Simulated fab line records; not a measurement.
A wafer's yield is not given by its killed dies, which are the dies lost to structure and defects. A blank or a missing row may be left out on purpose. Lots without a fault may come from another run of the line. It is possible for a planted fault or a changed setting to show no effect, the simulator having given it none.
fab line records | flow gf180mcu
record: lots: 13 | wafers: 39 | last_day: 34
route steps=602 shown MVSD@77 VT_IMPLANT@135 HV_LDD@178 SAB@273
lots that met no fault: from a run of the same line without faults
start_h: start of the lot's first displayed wafer, in hours after the record's first day | wait_h: hours elapsed since this lot's preceding step | " same as the row above | L1.1+2: a row that stands for several wafers | - no value, or no start was given | * or withheld: withheld | < > ~ a bound
route shown NAME@n: NAME is a module with steps in the file, n the number in the route of the first one | usual: mean/standard deviation of fault-free wafers | same: alike in all rows | chamber/n: place in a boat | sites: the reading at each site | _std_site: standard deviation across them | _edge_site: outer sites' mean less inner sites' | radius_mm: for every site, how far away it sits from the centre of the wafer | mask NAME#n: copy n | behind: the tool/chamber that last shaped the wafer | hold: why the lot went on hold/how many hours it stayed there/how the hold came to an end | device: whichever transistor did not switch (one of n, p or np) | end of line: the route-end tests of the same wafers | where a step has no rows: the recipe by itself | killed: at the first sort, the dies lost to defects and structure; wafer yield is something else | map: a wafer's dies, marking killed ones x, the rest . and places with no die _
set.NAME: the setting that was run; set.NAME@STEP: the one run at that earlier step | model.NAME: the simulator's own value behind a step, which no gauge read
a sample of lots followed through the steps of the route, with each step as a table and each wafer as a row
services: when a tool's chamber went out of use (start_h, in hours from the record's first day, below 0 if earlier), for how many hours, and the reason
== steps ==
step: GF_MVSD_TW_MEAS_11
usual: MVSD_TW: 1576/13
lot.wafer | tool          | chamber | start_h | wait_h | MVSD_TW
L386.2    | film_metro-02 | -       | 82.39   | 0.1    | 1594
L386.5    | "             | -       | "       | "      | 1583
L386.6    | "             | -       | "       | "      | 1580
L387.2    | film_metro-03 | -       | 88.54   | 0.1    | 1563
L387.5    | "             | -       | "       | "      | 1560
L387.6    | "             | -       | "       | "      | 1562
L388.1    | film_metro-03 | -       | 93.40   | 0.1    | 1565
L388.2    | "             | -       | "       | "      | 1572
L388.4    | "             | -       | "       | "      | 1555
L389.1    | film_metro-03 | -       | 98.97   | 0.1    | 1558
L389.3    | "             | -       | "       | "      | 1557
L389.6    | "             | -       | "       | "      | 1560
L390.2    | film_metro-03 | -       | 107.43  | 0.1    | 1566
L390.3    | "             | -       | "       | "      | 1563
L390.5    | "             | -       | "       | "      | 1560
L391.1    | film_metro-03 | -       | 110.32  | 0.1    | 1574
L391.3    | "             | -       | "       | "      | 1567
L391.4    | "             | -       | "       | "      | 1558
L392.2    | film_metro-04 | -       | 116.64  | 0.1    | 1589
L392.4    | "             | -       | "       | "      | 1597
L392.6    | "             | -       | "       | "      | 1589
L393.1    | film_metro-04 | -       | 124.73  | 0.1    | 1594
L393.2    | "             | -       | "       | "      | 1602
L393.6    | "             | -       | "       | "      | 1598
L394.1    | film_metro-03 | -       | 127.27  | 0.1    | 1567
L394.2    | "             | -       | "       | "      | 1566
L394.6    | "             | -       | "       | "      | 1558
L396.1    | film_metro-04 | -       | 139.55  | 0.1    | 1609
L396.4    | "             | -       | "       | "      | 1601
L396.6    | "             | -       | "       | "      | 1605
L398.1    | film_metro-04 | -       | 152.10  | 0.1    | 1597
L398.5    | "             | -       | "       | "      | 1589
L398.6    | "             | -       | "       | "      | 1597
L399.1    | film_metro-03 | -       | 157.03  | 0.1    | 1564
L399.5    | "             | -       | "       | "      | 1565
L399.6    | "             | -       | "       | "      | 1575
L408.3    | film_metro-02 | -       | 218.14  | 0.1    | 1582
L408.4    | "             | -       | "       | "      | 1588
L408.5    | "             | -       | "       | "      | 1579
step: GF_VT_IMPLANT_RTA_45
recipe: temp_c: 1050 | time_s: 30 | ambient: N2
usual: chamber_o2_ppm: 2.004/0.023 | lamp_power_pct: 37.1/1.2 | wafer_temp_C_max: 1054.0/1.2
lot.wafer | tool          | chamber | start_h | wait_h | chamber_o2_ppm | lamp_power_pct | wafer_temp_C_max
L386.2    | rtp_anneal-01 | 0       | 154.51  | 0.0    | 2.045          | 35.8           | 1054.5
L386.5    | "             | 0       | "       | "      | 2.014          | 35.8           | 1054.7
L386.6    | "             | 0       | "       | "      | 2.021          | 35.7           | 1054.3
L387.2    | rtp_anneal-02 | 0       | 161.45  | 0.0    | 1.973          | 38.1           | 1052.3
L387.5    | "             | 0       | "       | "      | 2.034          | 38.2           | 1052.4
L387.6    | "             | 0       | "       | "      | 1.997          | 38.2           | 1053.0
L388.1    | rtp_anneal-01 | 0       | 168.16  | 0.0    | 2.037          | 35.8           | 1054.7
L388.2    | "             | 0       | "       | "      | 1.981          | 35.7           | 1054.8
L388.4    | "             | 0       | "       | "      | 2.056          | 35.7           | 1056.1
L389.1    | rtp_anneal-02 | 0       | 173.39  | 0.0    | 1.985          | 38.2           | 1051.7
L389.3    | "             | 0       | "       | "      | 2.014          | 38.2           | 1054.6
L389.6    | "             | 0       | "       | "      | 2.012          | 38.1           | 1052.3
L390.2    | rtp_anneal-02 | 0       | 182.81  | 0.0    | 2.014          | 38.1           | 1053.3
L390.3    | "             | 0       | "       | "      | 2.029          | 38.2           | 1053.2
L390.5    | "             | 0       | "       | "      | 2.026          | 38.1           | 1054.3
L391.1    | rtp_anneal-01 | 0       | 188.51  | 0.0    | 2.006          | 35.7           | 1055.2
L391.3    | "             | 0       | "       | "      | 2.008          | 35.8           | 1055.8
L391.4    | "             | 0       | "       | "      | 1.968          | 35.8           | 1054.7
L392.2    | rtp_anneal-02 | 0       | 195.98  | 0.0    | 1.970          | 38.2           | 1053.0
L392.4    | "             | 0       | "       | "      | 1.955          | 38.1           | 1052.9
L392.6    | "             | 0       | "       | "      | 1.987          | 38.2           | 1052.4
L393.1    | rtp_anneal-02 | 0       | 206.56  | 0.0    | 2.041          | 38.2           | 1054.0
L393.2    | "             | 0       | "       | "      | 2.036          | 38.1           | 1052.7
L393.6    | "             | 0       | "       | "      | 2.025          | 38.2           | 1053.8
L394.1    | rtp_anneal-01 | 0       | 209.94  | 0.0    | 2.001          | 35.8           | 1055.0
L394.2    | "             | 0       | "       | "      | 2.020          | 35.8           | 1053.8
L394.6    | "             | 0       | "       | "      | 1.982          | 35.8           | 1055.7
L396.1    | rtp_anneal-02 | 0       | 223.58  | 0.0    | 1.988          | 38.1           | 1053.3
L396.4    | "             | 0       | "       | "      | 1.979          | 38.1           | 1052.3
L396.6    | "             | 0       | "       | "      | 2.005          | 38.2           | 1052.4
L398.1    | rtp_anneal-02 | 0       | 237.31  | 0.0    | 1.981          | 38.2           | 1052.9
L398.5    | "             | 0       | "       | "      | 2.005          | 38.2           | 1053.1
L398.6    | "             | 0       | "       | "      | 2.025          | 38.2           | 1053.6
L399.1    | rtp_anneal-01 | 0       | 245.11  | 0.0    | 2.030          | 35.8           | 1055.5
L399.5    | "             | 0       | "       | "      | 2.029          | 35.8           | 1055.1
L399.6    | "             | 0       | "       | "      | 2.016          | 35.8           | 1054.6
L408.3    | rtp_anneal-01 | 0       | 313.79  | 0.0    | 1.975          | 35.8           | 1053.7
L408.4    | "             | 0       | "       | "      | 2.037          | 35.7           | 1054.6
L408.5    | "             | 0       | "       | "      | 1.980          | 35.8           | 1055.2
step: GF_HV_LDD_COAT_02
recipe: resist: NOVOLAK | spin_rpm: 3000 | resist_thk_nm: 1000
lot.wafer  | tool           | chamber | start_h | wait_h
L386.2+5+6 | litho_track-01 | 0       | 205.12  | 0.1
L387.2+5+6 | litho_track-02 | 0       | 210.56  | 0.1
L388.1+2+4 | litho_track-02 | 0       | 218.93  | 0.1
L389.1+3+6 | litho_track-04 | 0       | 222.90  | 0.1
L390.2+3+5 | litho_track-02 | 0       | 232.66  | 0.1
L391.1+3+4 | litho_track-02 | 0       | 239.93  | 0.1
L392.2+4+6 | litho_track-01 | 0       | 253.57  | 0.1
L393.1+2+6 | litho_track-02 | 0       | 263.33  | 0.1
L394.1+2+6 | litho_track-02 | 0       | 267.93  | 0.1
L396.1+4+6 | litho_track-01 | 0       | 281.79  | 0.1
L398.1+5+6 | litho_track-02 | 0       | 297.48  | 0.1
L399.1+5+6 | litho_track-02 | 0       | 305.88  | 0.1
L408.3+4+5 | litho_track-02 | 0       | 374.58  | 0.1
step: GF_HV_LDD_CD_MEAS_07
recipe: target_cd_nm: 400
usual: cd_nm: 399.8/2.2
lot.wafer | tool      | chamber | start_h | wait_h | cd_nm
L386.2    | cd_sem-01 | -       | 214.36  | 0.1    | 398.8
L386.5    | "         | -       | "       | "      | 401.3
L386.6    | "         | -       | "       | "      | 400.6
L387.2    | cd_sem-02 | -       | 219.27  | 0.1    | 398.7
L387.5    | "         | -       | "       | "      | 397.9
L387.6    | "         | -       | "       | "      | 400.0
L388.1    | cd_sem-01 | -       | 228.04  | 0.1    | 402.1
L388.2    | "         | -       | "       | "      | 402.8
L388.4    | "         | -       | "       | "      | 400.8
L389.1    | cd_sem-02 | -       | 232.14  | 0.1    | 397.3
L389.3    | "         | -       | "       | "      | 398.4
L389.6    | "         | -       | "       | "      | 395.0
L390.2    | cd_sem-02 | -       | 242.11  | 0.1    | 398.2
L390.3    | "         | -       | "       | "      | 400.3
L390.5    | "         | -       | "       | "      | 400.8
L391.1    | cd_sem-01 | -       | 248.84  | 0.1    | 402.4
L391.3    | "         | -       | "       | "      | 399.9
L391.4    | "         | -       | "       | "      | 400.4
L392.2    | cd_sem-01 | -       | 263.05  | 0.1    | 399.3
L392.4    | "         | -       | "       | "      | 401.1
L392.6    | "         | -       | "       | "      | 400.8
L393.1    | cd_sem-01 | -       | 273.19  | 0.1    | 399.2
L393.2    | "         | -       | "       | "      | 400.3
L393.6    | "         | -       | "       | "      | 401.9
L394.1    | cd_sem-02 | -       | 277.63  | 0.1    | 397.8
L394.2    | "         | -       | "       | "      | 398.8
L394.6    | "         | -       | "       | "      | 396.8
L396.1    | cd_sem-02 | -       | 291.44  | 0.1    | 400.1
L396.4    | "         | -       | "       | "      | 399.2
L396.6    | "         | -       | "       | "      | 401.2
L398.1    | cd_sem-01 | -       | 308.24  | 0.1    | 408.8
L398.5    | "         | -       | "       | "      | 408.6
L398.6    | "         | -       | "       | "      | 406.5
L399.1    | cd_sem-02 | -       | 316.39  | 0.1    | 408.9
L399.5    | "         | -       | "       | "      | 407.8
L399.6    | "         | -       | "       | "      | 409.1
L408.3    | cd_sem-01 | -       | 385.83  | 0.1    | 401.0
L408.4    | "         | -       | "       | "      | 399.5
L408.5    | "         | -       | "       | "      | 401.1
step: GF_HV_LDD_STRIP_10
recipe: chemistry: O2/N2 | power_w: 1400 | pressure_mtorr: 1500 | platen_temp_c: 250 | o2_flow_sccm: 3000 | n2_flow_sccm: 300 | overash_fraction: 0.5
usual: drypump_motor_current_A: 6.0/0.31 | heater_power_w: 324/26 | oes_product_au: 0.716/0.0045 | platen_temp_c: 249.98/0.18 | strip_time_to_endpoint_s: 12.63/0.034
lot.wafer | tool            | chamber | start_h | wait_h | drypump_motor_current_A | heater_power_w | oes_product_au | platen_temp_c | rf_hours_counter_h | strip_time_to_endpoint_s
L386.2    | plasma_asher-03 | 0       | 214.65  | 0.1    | 6.1                     | 333            | 0.711          | 250.17        | 46                 | 12.64
L386.5    | "               | 0       | "       | "      | 6.1                     | 326            | 0.716          | 250.14        | -                  | 12.64
L386.6    | "               | 1       | "       | "      | 6.4                     | 281            | 0.718          | 250.08        | -                  | 12.61
L387.2    | plasma_asher-01 | 1       | 219.55  | 0.1    | 6.0                     | 320            | 0.726          | 249.96        | 54                 | 12.61
L387.5    | "               | 0       | "       | "      | 5.8                     | 370            | 0.711          | 250.15        | -                  | 12.62
L387.6    | "               | 1       | "       | "      | 5.9                     | 321            | 0.718          | 250.28        | -                  | 12.59
L388.1    | plasma_asher-04 | 0       | 228.35  | 0.1    | 5.5                     | 303            | 0.713          | 250.13        | 57                 | 12.62
L388.2    | "               | 1       | "       | "      | 6.2                     | 333            | 0.728          | 250.08        | 57                 | 12.58
L388.4    | "               | 0       | "       | "      | 5.5                     | 307            | 0.722          | 250.11        | -                  | 12.60
L389.1    | plasma_asher-04 | 0       | 232.45  | 0.1    | 5.5                     | 299            | 0.714          | 249.66        | 57                 | 12.63
L389.3    | "               | 1       | "       | "      | 6.1                     | 343            | 0.715          | 249.79        | -                  | 12.64
L389.6    | "               | 1       | "       | "      | 6.2                     | 334            | 0.721          | 249.85        | -                  | 12.65
L390.2    | plasma_asher-03 | 1       | 242.40  | 0.1    | 6.4                     | 286            | 0.721          | 250.08        | 48                 | 12.66
L390.3    | "               | 1       | "       | "      | 6.4                     | 281            | 0.707          | 250.23        | -                  | 12.61
L390.5    | "               | 0       | "       | "      | 6.1                     | 335            | 0.713          | 249.77        | -                  | 12.66
L391.1    | plasma_asher-01 | 1       | 249.15  | 0.1    | 6.0                     | 315            | 0.723          | 249.75        | 57                 | 12.63
L391.3    | "               | 1       | "       | "      | 5.9                     | 328            | 0.718          | 250.01        | -                  | 12.59
L391.4    | "               | 0       | "       | "      | 5.7                     | 373            | 0.717          | 250.27        | -                  | 12.68
L392.2    | plasma_asher-01 | 0       | 263.34  | 0.1    | 5.8                     | 359            | 0.719          | 250.03        | 59                 | 12.61
L392.4    | "               | 0       | "       | "      | 5.8                     | 368            | 0.721          | 249.73        | -                  | 12.59
L392.6    | "               | 0       | "       | "      | 5.8                     | 373            | 0.719          | 250.17        | -                  | 12.56
L393.1    | plasma_asher-03 | 1       | 273.50  | 0.1    | 6.4                     | 275            | 0.711          | 250.20        | 52                 | 12.64
L393.2    | "               | 0       | "       | "      | 6.1                     | 333            | 0.716          | 250.02        | 52                 | 12.65
L393.6    | "               | 1       | "       | "      | 6.4                     | 283            | 0.718          | 250.10        | -                  | 12.61
L394.1    | plasma_asher-03 | 0       | 277.94  | 0.1    | 6.1                     | 336            | 0.712          | 250.32        | 52                 | 12.62
L394.2    | "               | 1       | "       | "      | 6.4                     | 286            | 0.713          | 250.15        | 52                 | 12.59
L394.6    | "               | 1       | "       | "      | 6.4                     | 283            | 0.718          | 250.12        | -                  | 12.66
L396.1    | plasma_asher-03 | 1       | 291.75  | 0.1    | 6.4                     | 282            | 0.721          | 249.75        | 54                 | 12.64
L396.4    | "               | 1       | "       | "      | 6.4                     | 289            | 0.705          | 249.95        | -                  | 12.65
L396.6    | "               | 0       | "       | "      | 6.1                     | 335            | 0.720          | 249.70        | -                  | 12.62
L398.1    | plasma_asher-01 | 1       | 308.55  | 0.1    | 6.0                     | 317            | 0.710          | 250.03        | 64                 | 12.04
L398.5    | "               | 1       | "       | "      | 6.0                     | 317            | 0.727          | 249.86        | -                  | 12.03
L398.6    | "               | 0       | "       | "      | 5.8                     | 360            | 0.723          | 250.07        | -                  | 12.04
L399.1    | plasma_asher-04 | 0       | 316.69  | 0.1    | 5.5                     | 306            | 0.719          | 249.78        | 67                 | 11.98
L399.5    | "               | 1       | "       | "      | 6.2                     | 337            | 0.716          | 249.96        | -                  | 12.01
L399.6    | "               | 0       | "       | "      | 5.5                     | 307            | 0.718          | 250.20        | -                  | 12.02
L408.3    | plasma_asher-03 | 0       | 386.13  | 0.1    | 6.2                     | 334            | 0.713          | 249.92        | -                  | 12.57
L408.4    | "               | 1       | "       | "      | 6.4                     | 286            | 0.715          | 249.99        | -                  | 12.58
L408.5    | "               | 0       | "       | "      | 6.1                     | 328            | 0.708          | 250.10        | -                  | 12.61
step: GF_SAB_CD_MEAS_09
recipe: target_cd_nm: 420
usual: cd_nm: 420.5/2.1
lot.wafer | tool      | chamber | start_h | wait_h | cd_nm
L386.2    | cd_sem-01 | -       | 333.46  | 0.1    | 420.7
L386.5    | "         | -       | "       | "      | 422.3
L386.6    | "         | -       | "       | "      | 421.9
L387.2    | cd_sem-02 | -       | 340.63  | 0.1    | 420.8
L387.5    | "         | -       | "       | "      | 421.7
L387.6    | "         | -       | "       | "      | 418.4
L388.1    | cd_sem-01 | -       | 352.56  | 0.1    | 420.7
L388.2    | "         | -       | "       | "      | 420.4
L388.4    | "         | -       | "       | "      | 421.0
L389.1    | cd_sem-02 | -       | 357.66  | 0.1    | 419.6
L389.3    | "         | -       | "       | "      | 421.5
L389.6    | "         | -       | "       | "      | 421.3
L390.2    | cd_sem-02 | -       | 367.18  | 0.1    | 422.1
L390.3    | "         | -       | "       | "      | 420.6
L390.5    | "         | -       | "       | "      | 418.1
L391.1    | cd_sem-02 | -       | 376.01  | 0.2    | 415.2
L391.3    | "         | -       | "       | "      | 417.5
L391.4    | "         | -       | "       | "      | 416.4
L392.2    | cd_sem-01 | -       | 392.71  | 0.1    | 420.2
L392.4    | "         | -       | "       | "      | 419.7
L392.6    | "         | -       | "       | "      | 418.8
L393.1    | cd_sem-01 | -       | 405.96  | 0.1    | 417.7
L393.2    | "         | -       | "       | "      | 417.8
L393.6    | "         | -       | "       | "      | 419.2
L394.1    | cd_sem-02 | -       | 411.19  | 0.1    | 418.9
L394.2    | "         | -       | "       | "      | 418.1
L394.6    | "         | -       | "       | "      | 418.1
L396.1    | cd_sem-01 | -       | 427.89  | 0.1    | 422.1
L396.4    | "         | -       | "       | "      | 417.5
L396.6    | "         | -       | "       | "      | 420.7
L398.1    | cd_sem-01 | -       | 447.84  | 0.1    | 425.9
L398.5    | "         | -       | "       | "      | 423.0
L398.6    | "         | -       | "       | "      | 422.9
L399.1    | cd_sem-02 | -       | 458.34  | 0.1    | 421.1
L399.5    | "         | -       | "       | "      | 420.0
L399.6    | "         | -       | "       | "      | 421.0
L408.3    | cd_sem-01 | -       | 534.20  | 0.1    | 423.8
L408.4    | "         | -       | "       | "      | 423.9
L408.5    | "         | -       | "       | "      | 423.1
== services ==
tool            | chamber | start_h | hours | kind
plasma_asher-01 | -       | 135.32  | 14.1  | repair
plasma_asher-04 | -       | 192.92  | 4.8   | repair
plasma_asher-03 | -       | 220.98  | 2.8   | pm
plasma_asher-03 | -       | 299.19  | 10.8  | repair
plasma_asher-04 | -       | 313.24  | 2.5   | repair
== key ==
first_sign: step: GF_HV_LDD_CD_MEAS_07 | reading: cd_nm | direction: up | sigmas: 3.9 | usual: 399.8 | struck: 408.3
effect: step: GF_HV_LDD_STRIP_10 | reading: strip_time_to_endpoint_s | direction: down | sigmas: 18 | usual: * | struck: *
met_at GF_HV_LDD_COAT_02
struck_lots L398,L399
tester_left_out L398,L399
not_acting_at GF_MVSD_TW_MEAS_11,GF_VT_IMPLANT_RTA_45,GF_SAB_CD_MEAS_09
onset_between 267.93 297.48
fault: kind: process_parameter_drift | tool: litho_track-02 | chamber: - | onset_h: 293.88 | steps: GF_HV_LDD_COAT_02 | channel: resist_thk_nm | offset: * | shape: step | end_h: 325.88 | acts_in: * | stated: *
tester_left_out: of these lots the tester's yield and bins aren't shown, on N5 and GAA mostly nor the transistor test; their killed dies are dies lost to structure and defects alone, not to doping, threshold or leakage, so they don't give the yield
